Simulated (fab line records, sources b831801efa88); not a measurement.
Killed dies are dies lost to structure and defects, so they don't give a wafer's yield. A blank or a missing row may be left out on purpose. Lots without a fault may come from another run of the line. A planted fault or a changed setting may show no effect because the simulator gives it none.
fab line records | flow sky130
record lots=6 wafers=18 last_day=50
route steps=708 shown RES_XHIGH@339 SD_N@342 SD_P@359 PAD_OPEN@708
lots that met no fault: from a run of the same line without faults
start_h: hours from the record's first day to the start of the lot's first wafer shown | wait_h: hours since the lot's step before | " the same as in the row above | L1.1+2: a row that stands for several wafers | - no value, or no start given | * or withheld: withheld | < > ~ a bound
route shown NAME@n: a module of which the file shows steps, and the number in the route of the first | usual: mean/standard deviation of fault-free wafers | same: alike in all rows | chamber/n: place in a boat | sites: the reading at each site | _std_site: their standard deviation | _edge_site: outer sites' mean less inner sites' | radius_mm: how far each site lies from the wafer's centre | mask NAME#n: copy n | behind: the tool/chamber that last shaped the wafer | hold: why the lot was held/for how many hours/how that ended | device: the transistor (n, p or np) that didn't switch | end of line: the same wafers' tests at the end of the route | a step without rows: its recipe alone | killed: dies lost to structure and defects at the first sort, not the wafer's yield | map: a wafer's dies, x killed, . not, _ none there
set.NAME: the setting as run; set.NAME@STEP: as run at that earlier step | model.NAME: the simulator's own value behind a step, which no gauge read
lots at some steps of the route; a table a step, a row a wafer
services: from which hour (start_h, from the record's first day; less than 0 if before it) a tool's chamber was out of use, for how many hours, and why
## steps
# step SKY_RES_XHIGH_IMPLANT_07
# recipe species=BF2 energy_kev=20 dose_cm2=3.6e+14 tilt_deg=0
# step SKY_RES_XHIGH_STRIP_08
# recipe chemistry=O2/N2 power_w=1400 pressure_mtorr=1500 platen_temp_c=withheld o2_flow_sccm=3000 n2_flow_sccm=300 overash_fraction=0.5
# usual drypump_motor_current_A=6.0/0.72 oes_product_au=0.711/0.0042 strip_time_to_endpoint_s=14.28/0.043
# columns lot.wafer tool chamber start_h wait_h drypump_motor_current_A oes_product_au rf_hours_counter_h strip_time_to_endpoint_s
L689.1 plasma_asher-04 0 673.86 0.1 6.6 0.713 85 14.32
L689.4 " 0 " " 6.6 0.713 - 14.32
L689.5 " 0 " " 6.6 0.716 - 14.30
L690.1 plasma_asher-01 1 685.61 0.1 6.2 0.714 55 14.28
L690.2 " 0 " " 4.7 0.707 55 14.33
L690.3 " 0 " " 4.7 0.707 - 14.30
L699.1 plasma_asher-04 0 755.86 0.1 6.6 0.718 94 14.20
L699.2 " 1 " " 6.7 0.712 94 14.17
L699.4 " 1 " " 6.7 0.705 - 14.23
L701.1 plasma_asher-04 1 764.51 0.1 6.7 0.711 95 14.18
L701.5 " 0 " " 6.6 0.708 - 14.25
L701.6 " 1 " " 6.7 0.711 - 14.23
L702.1 plasma_asher-02 1 766.91 0.1 5.7 0.710 33 14.22
L702.5 " 0 " " 5.7 0.706 - 14.23
L702.6 " 1 " " 5.7 0.704 - 14.23
L705.2 plasma_asher-04 0 800.01 0.1 6.6 0.708 98 14.25
L705.3 " 0 " " 6.6 0.716 - 14.28
L705.5 " 0 " " 6.6 0.710 - 14.30
# step SKY_RES_XHIGH_TW_MEAS_09
# usual RES_XHIGH_TW=1644/15
# columns lot.wafer tool chamber start_h wait_h RES_XHIGH_TW
L689.1 film_metro-02 - 673.96 0.1 1659
L689.4 " - " " 1662
L689.5 " - " " 1654
L690.1 film_metro-01 - 685.71 0.1 1635
L690.2 " - " " 1631
L690.3 " - " " 1629
L699.1 film_metro-01 - 755.96 0.1 1648
L699.2 " - " " 1637
L699.4 " - " " 1633
L701.1 film_metro-02 - 764.61 0.1 1664
L701.5 " - " " 1657
L701.6 " - " " 1662
L702.1 film_metro-03 - 767.01 0.1 1616
L702.5 " - " " 1617
L702.6 " - " " 1615
L705.2 film_metro-02 - 800.12 0.1 1648
L705.3 " - " " 1655
L705.5 " - " " 1662
# step SKY_SD_N_DEHYDRATE_00
# recipe temp_c=200 time_s=60
# step SKY_SD_N_HMDS_01
# recipe prime_time_s=60 prime_temp_c=120
# step SKY_SD_N_COAT_02
# recipe resist=NOVOLAK spin_rpm=3000 resist_thk_nm=1140
# step SKY_SD_N_SOFTBAKE_03
# recipe temp_c=90 time_s=60 resist=NOVOLAK
# step SKY_SD_N_EXPOSE_04
# recipe mask_id=NSDM na=0.6 source_shape=conventional sigma_outer=0.6 polarization=unpolarized target_cd_nm=380 dose_mj=141
# step SKY_SD_N_PEB_05
# recipe temp_c=withheld time_s=* resist=NOVOLAK
# step SKY_SD_N_DEVELOP_06
# recipe resist=NOVOLAK developer=TMAH develop_time_s=60 dev_temp_c=23
# step SKY_SD_N_CD_MEAS_07
# recipe target_cd_nm=380
# usual cd_nm=380.1/2.2
# columns lot.wafer tool chamber start_h wait_h cd_nm
L689.1 cd_sem-02 - 701.82 0.1 383.1
L689.4 " - " " 385.8
L689.5 " - " " 383.4
L690.1 cd_sem-01 - 713.16 0.1 382.5
L690.2 " - " " 381.2
L690.3 " - " " 381.5
L699.1 cd_sem-01 - 782.77 0.1 377.9
L699.2 " - " " 378.7
L699.4 " - " " 381.5
L701.1 cd_sem-01 - 790.22 0.2 378.4
L701.5 " - " " 378.9
L701.6 " - " " 380.1
L702.1 cd_sem-02 - 792.97 0.1 378.1
L702.5 " - " " 380.9
L702.6 " - " " 382.7
L705.2 cd_sem-02 - 826.19 0.1 379.5
L705.3 " - " " 377.7
L705.5 " - " " 380.1
# step SKY_SD_N_OVL_MEAS_08
# usual SD_N_OVL=0.4/1.3
# columns lot.wafer tool chamber start_h wait_h SD_N_OVL[nm]
L689.1 overlay-02 - 701.94 0.1 -0.9
L689.4 " - " " 0.9
L689.5 " - " " 0.1
L690.1 overlay-02 - 713.28 0.1 2.2
L690.2 " - " " 2.2
L690.3 " - " " 1.5
L699.1 overlay-02 - 782.89 0.1 2.0
L699.2 " - " " 0.5
L699.4 " - " " -1.4
L701.1 overlay-02 - 790.34 0.1 0.4
L701.5 " - " " 0.9
L701.6 " - " " 0.7
L702.1 overlay-01 - 793.09 0.1 1.1
L702.5 " - " " 1.0
L702.6 " - " " -0.5
L705.2 overlay-01 - 826.30 0.1 -1.0
L705.3 " - " " -0.4
L705.5 " - " " -0.2
# step SKY_SD_N_IMPLANT_09
# recipe species=As energy_kev=50 dose_cm2=4e+15 tilt_deg=0
# usual beam_on_s=17.0/0.43 end_station_pressure_torr=1.4e-05/7.5e-07 faraday_current_uA=12846/320
# columns lot.wafer tool chamber start_h wait_h beam_on_s end_station_pressure_torr faraday_current_uA
L689.1 implanter-01 0 701.98 0.0 20.4 5.73e-05 11114
L689.4 " 0 " " 20.0 5.99e-05 11326
L689.5 " 0 " " 19.9 5.98e-05 11326
L690.1 implanter-01 0 713.32 0.0 20.3 5.68e-05 11175
L690.2 " 0 " " 20.0 5.63e-05 11298
L690.3 " 0 " " 20.3 5.89e-05 11239
L699.1 implanter-01 0 782.92 0.0 17.2 1.36e-05 12697
L699.2 " 0 " " 17.5 1.43e-05 12535
L699.4 " 0 " " 17.2 1.35e-05 12657
L701.1 implanter-03 0 790.38 0.0 16.6 1.5e-05 13142
L701.5 " 0 " " 16.8 1.45e-05 12923
L701.6 " 0 " " 17.1 1.54e-05 12734
L702.1 implanter-01 0 793.12 0.0 17.4 1.36e-05 12557
L702.5 " 0 " " 16.8 1.38e-05 12939
L702.6 " 0 " " 17.0 1.34e-05 12875
L705.2 implanter-01 0 826.35 0.0 17.5 1.35e-05 12478
L705.3 " 0 " " 17.3 1.35e-05 12582
L705.5 " 0 " " 17.8 1.38e-05 12389
# step SKY_SD_N_IMPLANT_10
# recipe species=P energy_kev=20 dose_cm2=1e+14 tilt_deg=0
# step SKY_SD_N_STRIP_11
# recipe chemistry=O2/N2 power_w=1400 pressure_mtorr=1500 platen_temp_c=withheld o2_flow_sccm=3000 n2_flow_sccm=300 overash_fraction=0.5
# usual drypump_motor_current_A=5.5/0.64 oes_product_au=0.527/0.0042 strip_time_to_endpoint_s=22.55/0.04
# columns lot.wafer tool chamber start_h wait_h drypump_motor_current_A oes_product_au rf_hours_counter_h strip_time_to_endpoint_s
L689.1 plasma_asher-01 1 702.28 0.1 6.2 0.513 57 23.12
L689.4 " 1 " " 6.3 0.519 - 23.10
L689.5 " 0 " " 4.7 0.517 - 23.14
L690.1 plasma_asher-01 1 713.62 0.1 6.3 0.525 58 23.20
L690.2 " 0 " " 4.7 0.522 58 23.16
L690.3 " 1 " " 6.2 0.517 - 23.19
L699.1 plasma_asher-03 1 783.22 0.1 6.0 0.526 4 22.52
L699.2 " 0 " " 4.9 0.523 4 22.55
L699.4 " 0 " " 4.9 0.533 - 22.50
L701.1 plasma_asher-02 0 790.68 0.1 5.7 0.529 35 22.56
L701.5 " 1 " " 5.7 0.529 - 22.58
L701.6 " 0 " " 5.7 0.531 - 22.53
L702.1 plasma_asher-02 1 793.42 0.1 5.7 0.535 35 22.51
L702.5 " 0 " " 5.7 0.529 - 22.54
L702.6 " 1 " " 5.7 0.529 - 22.53
L705.2 plasma_asher-03 1 826.63 0.1 6.0 0.529 8 22.60
L705.3 " 0 " " 4.9 0.532 - 22.51
L705.5 " 1 " " 6.0 0.515 - 22.52
# step SKY_SD_N_TW_MEAS_12
# usual SD_N_TW=3977/37
# columns lot.wafer tool chamber start_h wait_h SD_N_TW
L689.1 film_metro-03 - 702.38 0.1 3970
L689.4 " - " " 3949
L689.5 " - " " 3964
L690.1 film_metro-03 - 713.72 0.1 3959
L690.2 " - " " 3948
L690.3 " - " " 3947
L699.1 film_metro-02 - 783.32 0.1 4033
L699.2 " - " " 4025
L699.4 " - " " 4048
L701.1 film_metro-03 - 790.78 0.1 3940
L701.5 " - " " 3948
L701.6 " - " " 3942
L702.1 film_metro-03 - 793.52 0.1 3947
L702.5 " - " " 3959
L702.6 " - " " 3957
L705.2 film_metro-01 - 826.74 0.1 3949
L705.3 " - " " 3956
L705.5 " - " " 3970
# step SKY_SD_N_CLEAN_13
# recipe chemistry=SC1/SC2 mix=1:4:20 temp_c=70 time_s=150 dry=n2_spin
# step SKY_SD_N_RTA_14
# recipe temp_c=1075 time_s=2 idle_temp_c=650 ramp_up_c_per_s=150 ramp_down_c_per_s=90 ambient=N2
# usual lamp_power_pct=15.74/0.055 wafer_temp_C_max=1078.0/1.3
# columns lot.wafer tool chamber start_h wait_h lamp_power_pct wafer_temp_C_max
L689.1 rtp_anneal-02 0 702.49 0.0 15.79 1078.4
L689.4 " 0 " " 15.86 1078.5
L689.5 " 0 " " 15.72 1077.7
L690.1 rtp_anneal-02 0 713.84 0.0 15.73 1079.4
L690.2 " 0 " " 15.66 1078.1
L690.3 " 0 " " 15.67 1076.0
L699.1 rtp_anneal-02 0 783.43 0.0 15.80 1076.9
L699.2 " 0 " " 15.70 1077.2
L699.4 " 0 " " 15.79 1075.5
L701.1 rtp_anneal-02 0 790.89 0.0 15.76 1078.3
L701.5 " 0 " " 15.72 1078.0
L701.6 " 0 " " 15.77 1080.5
L702.1 rtp_anneal-01 0 793.63 0.0 15.83 1077.7
L702.5 " 0 " " 15.80 1078.2
L702.6 " 0 " " 15.75 1075.8
L705.2 rtp_anneal-02 0 826.85 0.0 15.77 1077.4
L705.3 " 0 " " 15.82 1079.3
L705.5 " 0 " " 15.81 1078.4
# step SKY_SD_N_RS_MEAS_16
# recipe thk_meas_gauge=four-point-probe
# usual SD_N_RS=68.59/0.13
# columns lot.wafer tool chamber start_h wait_h hold SD_N_RS[ohm/sq]
L689.1 film_metro-02 - 702.66 0.1 await_dispo/0.2h/release 67.44
L689.4 " - " " await_dispo/0.2h/release 67.49
L689.5 " - " " await_dispo/0.2h/release 67.57
L689.1 film_metro-02 - 703.02 0.3 - 67.28
L689.4 " - " " - 67.45
L689.5 " - " " - 67.29
L690.1 film_metro-02 - 714.01 0.1 await_dispo/0.2h/release 67.50
L690.2 " - " " await_dispo/0.2h/release 67.44
L690.3 " - " " await_dispo/0.2h/release 67.57
L690.1 film_metro-02 - 714.37 0.3 - 67.40
L690.2 " - " " - 67.34
L690.3 " - " " - 67.59
L699.1 film_metro-03 - 783.60 0.1 - 68.63
L699.2 " - " " - 68.50
L699.4 " - " " - 68.51
L701.1 film_metro-01 - 791.06 0.1 - 68.61
L701.5 " - " " - 68.74
L701.6 " - " " - 68.57
L702.1 film_metro-01 - 793.80 0.1 - 68.52
L702.5 " - " " - 68.32
L702.6 " - " " - 68.49
L705.2 film_metro-02 - 827.03 0.1 - 68.76
L705.3 " - " " - 68.82
L705.5 " - " " - 68.61
# step SKY_SD_N_RS_MEAS_17
# recipe thk_meas_gauge=four-point-probe
# usual SD_P_RS=147.1/0.38
# columns lot.wafer tool chamber start_h wait_h hold SD_P_RS[ohm/sq]
L689.1 film_metro-02 - 711.93 8.9 await_dispo/8.8h/release 147.8
L689.4 " - " " await_dispo/8.8h/release 147.2
L689.5 " - " " await_dispo/8.8h/release 146.9
L690.1 film_metro-02 - 720.87 6.5 await_dispo/6.3h/release 147.4
L690.2 " - " " await_dispo/6.3h/release 146.8
L690.3 " - " " await_dispo/6.3h/release 147.6
L699.1 film_metro-03 - 783.72 0.1 - 147.4
L699.2 " - " " - 146.9
L699.4 " - " " - 147.0
L701.1 film_metro-01 - 791.18 0.1 - 146.8
L701.5 " - " " - 147.4
L701.6 " - " " - 147.0
L702.1 film_metro-01 - 793.92 0.1 - 146.6
L702.5 " - " " - 146.5
L702.6 " - " " - 146.7
L705.2 film_metro-02 - 827.15 0.1 - 147.7
L705.3 " - " " - 147.6
L705.5 " - " " - 147.4
# step SKY_PAD_OPEN_PROBE_99
# usual killed_at_M0_to_M3=43/6.7 killed_at_M4_up=3.2/1.9 killed_at_contacts=24/5.9 killed_at_front_end=15/4.1 killed_at_other=0.3/0.56 killed_dies=86/9.5 killed_on_rim=17/3.7 killed_open=47/7.4 killed_short=39/5.5
# same gross_dies=492 killed_at_back_side=0
# columns lot.wafer tool chamber start_h wait_h killed_at_M0_to_M3 killed_at_M4_up killed_at_contacts killed_at_front_end killed_at_other killed_dies killed_on_rim killed_open killed_short model.etest.res_ndiff.line_ohm_um model.etest.res_ndiff_hv.rs_ohm_sq model.etest.res_ndiff.rs_ohm_sq
L689.1 prober-01 - 1118.29 0.1 39 3 21 15 0 78 16 38 40 744.1 109.6 114.9
L689.4 prober-01 - 1118.44 0.2 41 8 31 14 0 94 13 48 46 749 109.3 115.4
L689.5 prober-01 - 1118.49 0.2 42 1 25 19 2 89 17 43 46 735.6 109.5 116
L690.1 prober-01 - 1124.79 0.1 40 2 20 22 1 85 16 50 35 718.1 108.9 115.2
L690.2 prober-01 - 1124.84 0.1 37 2 20 11 0 70 18 35 35 732.6 110 114.9
L690.3 prober-01 - 1124.89 0.2 41 1 30 20 1 93 23 48 45 734.1 109.2 114.9
L699.1 prober-01 - 1170.68 0.1 42 4 15 20 1 82 17 45 37 749.7 113.3 119.8
L699.2 prober-01 - 1170.73 0.1 60 2 22 13 2 99 21 53 46 753.3 114.6 119.4
L699.4 prober-01 - 1170.83 0.2 49 0 22 18 1 90 11 49 41 734 113.8 119.7
L701.1 prober-01 - 1176.54 0.1 44 5 17 15 0 81 15 45 36 776 114.3 122.4
L701.5 prober-01 - 1176.74 0.2 46 3 32 16 0 97 12 56 41 784 115.3 121.2
L701.6 prober-01 - 1176.79 0.2 46 5 23 16 0 90 15 51 39 778.1 115.1 121.9
L702.1 prober-02 - 1179.83 0.1 41 5 21 21 0 88 16 53 35 764.8 113 118.1
L702.5 prober-02 - 1180.03 0.2 47 3 22 13 1 86 17 43 43 776.1 113.1 118.5
L702.6 prober-02 - 1180.08 0.2 49 2 20 13 1 85 15 45 40 763.5 112.7 118.4
L705.2 prober-01 - 1198.84 0.1 43 4 23 17 0 87 19 53 34 765.8 114 120.3
L705.3 prober-01 - 1198.89 0.2 58 1 20 15 1 95 19 64 31 772.5 114 121.3
L705.5 prober-01 - 1198.99 0.2 35 4 27 19 0 85 24 55 30 770.8 113.5 120.2
# killed by level:class
L689.1 METAL2:geometric_particle:short=10 CONTACT:geometric_particle:open=9 VIA1:geometric_particle:open=7 FIELD_ISO:geometric_particle:open=6 METAL1:geometric_particle:short=6 LOCAL_INTERCONNECT:geometric_particle:short=5 FIELD_ISO:geometric_particle:short=3 LI_CONTACT:geometric_particle:open=3
L689.4 CONTACT:geometric_particle:open=11 CONTACT:geometric_particle:short=6 METAL2:geometric_particle:short=6 LI_CONTACT:geometric_particle:open=5 VIA1:geometric_particle:open=5 VIA1:geometric_particle:short=5 VIA2:geometric_particle:open=5 VIA3:geometric_particle:open=5
L689.5 CONTACT:geometric_particle:open=10 VIA2:geometric_particle:open=8 METAL1:geometric_particle:short=7 METAL2:geometric_particle:short=7 POLY_GATE:geometric_particle:open=6 VIA1:geometric_particle:open=5 LOCAL_INTERCONNECT:geometric_particle:short=5 FIELD_ISO:geometric_particle:short=4
L690.1 VIA1:geometric_particle:open=13 CONTACT:geometric_particle:open=8 VIA1:geometric_particle:short=8 POLY_GATE:geometric_particle:short=6 LI_CONTACT:geometric_particle:open=6 FIELD_ISO:geometric_particle:open=5 FIELD_ISO:geometric_particle:short=5 VIA2:geometric_particle:open=5
L690.2 CONTACT:geometric_particle:open=9 VIA1:geometric_particle:open=9 VIA3:geometric_particle:open=7 VIA1:geometric_particle:short=5 CONTACT:geometric_particle:short=5 METAL1:geometric_particle:short=4 FIELD_ISO:geometric_particle:short=3 POLY_GATE:geometric_particle:short=3
L690.3 LI_CONTACT:geometric_particle:open=12 CONTACT:geometric_particle:open=7 VIA1:geometric_particle:open=7 FIELD_ISO:geometric_particle:short=6 FIELD_ISO:geometric_particle:open=6 METAL2:geometric_particle:short=6 VIA3:geometric_particle:open=5 LI_CONTACT:geometric_particle:short=5
L699.1 VIA1:geometric_particle:open=12 POLY_GATE:geometric_particle:short=7 VIA2:geometric_particle:open=7 CONTACT:geometric_particle:open=6 METAL1:geometric_particle:short=5 CONTACT:geometric_particle:short=5 POLY_GATE:geometric_particle:open=4 VIA1:geometric_particle:short=4
L699.2 VIA1:geometric_particle:open=11 LI_CONTACT:geometric_particle:open=9 VIA3:geometric_particle:open=9 METAL3:geometric_particle:short=9 METAL1:geometric_particle:short=7 CONTACT:geometric_particle:open=6 VIA2:geometric_particle:open=6 VIA1:geometric_particle:short=5
L699.4 VIA2:geometric_particle:open=9 CONTACT:geometric_particle:open=9 POLY_GATE:geometric_particle:short=7 LI_CONTACT:geometric_particle:open=6 METAL1:geometric_particle:short=6 METAL2:geometric_particle:short=6 VIA3:geometric_particle:open=5 VIA1:geometric_particle:open=5
L701.1 VIA1:geometric_particle:open=8 VIA2:geometric_particle:open=8 LI_CONTACT:geometric_particle:open=5 LOCAL_INTERCONNECT:geometric_particle:short=5 VIA1:geometric_particle:short=5 FIELD_ISO:geometric_particle:open=4 CONTACT:geometric_particle:open=4 METAL2:geometric_particle:short=4
L701.5 VIA2:geometric_particle:open=12 CONTACT:geometric_particle:open=10 VIA1:geometric_particle:open=9 LI_CONTACT:geometric_particle:open=8 LOCAL_INTERCONNECT:geometric_particle:short=8 METAL2:geometric_particle:short=5 VIA3:geometric_particle:open=5 FIELD_ISO:geometric_particle:short=4
L701.6 VIA1:geometric_particle:open=12 LI_CONTACT:geometric_particle:open=9 VIA2:geometric_particle:short=7 CONTACT:geometric_particle:open=6 FIELD_ISO:geometric_particle:open=5 VIA3:geometric_particle:open=5 FIELD_ISO:geometric_particle:short=4 VIA1:geometric_particle:short=4
L702.1 VIA1:geometric_particle:open=11 VIA3:geometric_particle:open=10 CONTACT:geometric_particle:open=7 LI_CONTACT:geometric_particle:open=7 METAL2:geometric_particle:short=7 SPACER:geometric_particle:open=5 CONTACT:geometric_particle:short=5 FIELD_ISO:geometric_particle:short=4
L702.5 VIA1:geometric_particle:open=10 METAL1:geometric_particle:short=8 CONTACT:geometric_particle:open=8 LI_CONTACT:geometric_particle:open=6 FIELD_ISO:geometric_particle:open=4 METAL2:geometric_particle:short=4 METAL1:geometric_particle:open=4 VIA1:geometric_particle:short=4
L702.6 VIA1:geometric_particle:open=14 LI_CONTACT:geometric_particle:open=8 VIA1:geometric_particle:short=6 METAL3:geometric_particle:short=5 LOCAL_INTERCONNECT:geometric_particle:short=5 CONTACT:geometric_particle:open=5 METAL2:geometric_particle:short=5 VIA3:geometric_particle:open=5
L705.2 VIA3:geometric_particle:open=10 CONTACT:geometric_particle:open=8 VIA1:geometric_particle:open=8 VIA2:geometric_particle:open=6 POLY_GATE:geometric_particle:open=5 LI_CONTACT:geometric_particle:open=5 FIELD_ISO:geometric_particle:open=4 FIELD_ISO:geometric_particle:short=4
L705.3 VIA1:geometric_particle:open=13 VIA2:geometric_particle:open=12 VIA3:geometric_particle:open=11 CONTACT:geometric_particle:open=10 METAL2:geometric_particle:short=6 SPACER:geometric_particle:short=4 FIELD_ISO:geometric_particle:open=3 FIELD_ISO:geometric_particle:short=3
L705.5 CONTACT:geometric_particle:open=12 VIA1:geometric_particle:open=10 FIELD_ISO:geometric_particle:open=9 LI_CONTACT:geometric_particle:open=8 VIA3:geometric_particle:open=5 CONTACT:geometric_particle:short=4 VIA1:geometric_particle:short=4 VIA2:geometric_particle:open=4
## services
# columns tool chamber start_h hours kind
implanter-03 - 662.84 0.7 repair
plasma_asher-01 - 688.86 1.1 repair
implanter-01 - 713.62 5.1 pm
implanter-01 - 720.52 3.5 repair
implanter-01 - 733.66 8.1 repair
plasma_asher-03 - 733.75 9.0 pm
plasma_asher-03 0 733.75 9.0 vent_cycle
plasma_asher-03 1 733.75 9.0 vent_cycle
plasma_asher-03 0 742.75 - clean
plasma_asher-03 1 742.75 - clean
implanter-03 - 751.27 0.6 repair
plasma_asher-02 - 758.76 0.7 repair
implanter-01 - 761.34 5.6 repair
implanter-01 - 761.73 3.0 repair
implanter-03 - 795.96 1.9 repair
plasma_asher-03 - 805.87 1.7 repair
implanter-01 - 818.48 2.2 repair
## key
first_sign step=SKY_SD_N_IMPLANT_09 reading=end_station_pressure_torr direction=up sigmas=59 usual=1.4e-05 struck=5.82e-05
effect step=SKY_SD_N_IMPLANT_09 reading=beam_on_s direction=up sigmas=7.4 usual=17.0 struck=20.2
effect step=SKY_SD_N_STRIP_11 reading=strip_time_to_endpoint_s direction=up sigmas=15 usual=* struck=*
effect step=SKY_SD_N_RS_MEAS_16 reading=visit direction=added
effect step=SKY_SD_N_RS_MEAS_16 reading=SD_N_RS direction=down sigmas=8.1 usual=68.59 struck=67.50
model_effect step=SKY_PAD_OPEN_PROBE_99 value=etest.res_ndiff.line_ohm_um without=762.2 struck=735.6
met_at SKY_SD_N_IMPLANT_09
struck_wafers L689.1,L689.4,L689.5,L690.1,L690.2,L690.3
tester_left_out L689,L690
fault kind=process_parameter_drift tool=implanter-01 chamber=- onset_h=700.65 steps=SKY_SD_N_IMPLANT_09 channel=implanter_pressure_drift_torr offset=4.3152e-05 shape=step end_h=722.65
fault kind=process_parameter_drift tool=implanter-01 chamber=- onset_h=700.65 steps=SKY_SD_N_IMPLANT_09 channel=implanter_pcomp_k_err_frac offset=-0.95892 shape=step end_h=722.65
# tester_left_out: of these lots the tester's yield and bins aren't shown, on N5 and GAA mostly nor the transistor test; their killed dies are dies lost to structure and defects alone, not to doping, threshold or leakage, so they don't give the yield
